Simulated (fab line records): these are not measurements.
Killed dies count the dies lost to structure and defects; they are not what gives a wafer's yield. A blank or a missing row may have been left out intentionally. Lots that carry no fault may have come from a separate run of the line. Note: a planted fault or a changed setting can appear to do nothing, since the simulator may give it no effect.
Matching of chambers -- flow gf180mcu -- 4 sister chambers for GF_V3_CMP_26 on cmp-01
The step polishes, stops on SiO2, t overpolish 15 s, target thk 0 nm. 7 wafers are shown with their chamber, then 8 later ones without.

## WAFERS, EACH WITH ITS CHAMBER
wafer,chamber,motorCurrentA (A),edgeZonePressureFrac
L120.5,0,12.4,0.992
L121.1,0,11.7,1.003
L122.3,1,9.2,1.006
L124.1,2,12.8,1.009
L124.4,3,11.4,1.001
L124.6,3,11.2,1.007
L127.2,1,8.9,1.003

## WAFERS WITHOUT THEIR CHAMBER
wafer,motorCurrentA (A),edgeZonePressureFrac
L127.4,12.8,1.000
L127.6,12.3,0.992
L128.2,12.2,1.005
L128.3,11.8,1.008
L128.4,9.3,1.002
L129.1,12.4,1.000
L129.2,11.7,1.007
L129.6,12.7,1.002

## WHICH CHAMBER EACH WENT THROUGH
wafer,from the rows above,in truth
L127.4,can't be placed: 2 or 0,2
L127.6,0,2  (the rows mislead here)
L128.2,can't be placed: 0 or 2 or 3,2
L128.3,can't be placed: 3 or 0 or 2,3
L128.4,1,1
L129.1,can't be placed: 0 or 2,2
L129.2,can't be placed: 3 or 0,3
L129.6,can't be placed: 2 or 0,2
Placed correctly: 1 of 8. Unplaceable from these rows: 6, with the true chamber sitting among the candidates in 6. Number placed wrongly: 1.
How it was worked out, from the rows above alone: a wafer's distance from a chamber is the root of the sum, over the readings, of the square of ((its reading less the chamber's mean) divided by the reading's scatter). The wafer belongs to the nearest chamber; if the next one is less than 2 further off, it can't be placed. The mean given for a chamber averages the wafers shown for that chamber. The scatter: the root of (the sum of the squares of (reading less its chamber's mean) over the shown wafers, divided by (wafers less chambers)).
